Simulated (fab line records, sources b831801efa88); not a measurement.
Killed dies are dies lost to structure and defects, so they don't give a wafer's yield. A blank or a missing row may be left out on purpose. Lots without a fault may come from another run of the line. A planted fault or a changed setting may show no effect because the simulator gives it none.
A struck lot beside a sound one | flow gf180mcu | 17 steps out of a route of 602
Sound: wafers L784.1, L784.2, L784.3. Struck: wafers L791.1, L791.2, L791.5. The cause comes at the end.
At each step with rows: each side's tool, then ch and its chambers, then its first start. Under that, the readings that differ: sound wafers | struck wafers | difference of the means | sigmas: that difference in standard deviations of wafers without a fault.
alike: readings whose means differ by less than 2 such deviations, and words and numbers that are the same on both sides. not compared: withheld readings, readings that some wafer has no value for, bounds like >300 that may hide the same value, and numbers for which the record gives no deviation and whose values overlap.
The two part at a step that has a row with sigmas, a row that says differs or no value, or rows on one side only. Numbers that don't overlap but have no deviation are shown without sigmas and don't part them. A reading that every wafer of one side lacks parts them only if that side has two wafers or more.

first, 3 steps without rows for these wafers: GF_MVSD_EXPOSE_04 (exposes mask MVSD, target cd 1000 nm); GF_MVSD_PEB_05; GF_MVSD_DEVELOP_06 (develop time 60 s).
GF_MVSD_OVL_MEAS_07:
  sound on overlay-02, day 7 19:34; struck on overlay-01, day 9 00:31
  alike: MVSD_OVL
then, 2 steps without rows for these wafers: GF_MVSD_IMPLANT_08; GF_MVSD_IMPLANT_09.
GF_MVSD_STRIP_10: strips in O2/N2.
  sound on plasma_asher-01 ch 0,1, day 7 19:53; struck on plasma_asher-02 ch 0,1, day 9 00:50
  alike: drypump_motor_current_A, heater_power_w, n2_flow_sccm, o2_flow_sccm, oes_product_au, strip_time_to_endpoint_s
  not compared: rf_hours_counter_h
GF_MVSD_TW_MEAS_11:
  sound on film_metro-04, day 7 19:59; struck on film_metro-03, day 9 00:56
  reading | sound          | struck         | difference | sigmas
  MVSD_TW | 1543 1541 1549 | 1591 1592 1582 | +44        | +2
then, 4 steps without rows for these wafers: GF_MVPSD_DEHYDRATE_00 (time 60 s); GF_MVPSD_HMDS_01 (prime time 60 s); GF_MVPSD_COAT_02 (resist thk 3000 nm); GF_MVPSD_SOFTBAKE_03.
GF_MVPSD_EXPOSE_04: exposes mask MVPSD, target cd 1000 nm.
  sound on iline_stepper-01 ch 0, day 8 03:43; struck on iline_stepper-01 ch 0, day 9 09:11
  reading                       | sound                | struck            | difference | sigmas
  model.MVPSD.overlay_x_nm (nm) | -1.501 -1.501 -1.501 | 104.7 104.7 104.7 | +106.2     |
  alike: mask, focus_offset_nm, stage_vel_mm_s
then, 2 steps without rows for these wafers: GF_MVPSD_PEB_05; GF_MVPSD_DEVELOP_06 (develop time 60 s).
GF_MVPSD_OVL_MEAS_07:
  sound on overlay-02, day 8 11:10; struck on overlay-01, day 9 17:45
  reading        | sound          | struck            | difference | sigmas
  MVPSD_OVL (nm) | -2.8 -1.7 -2.4 | 101.6 101.6 102.1 | +104.1     | +74
  not compared: hold
GF_PASSIVATION_PROBE_99:
  the record has rows for the sound wafers here (prober-02, day 32 23:37) and none for the struck ones

WHERE THEY PART
First at GF_MVSD_TW_MEAS_11; last, within this record, at GF_PASSIVATION_PROBE_99.

WHY: what the simulator had put in
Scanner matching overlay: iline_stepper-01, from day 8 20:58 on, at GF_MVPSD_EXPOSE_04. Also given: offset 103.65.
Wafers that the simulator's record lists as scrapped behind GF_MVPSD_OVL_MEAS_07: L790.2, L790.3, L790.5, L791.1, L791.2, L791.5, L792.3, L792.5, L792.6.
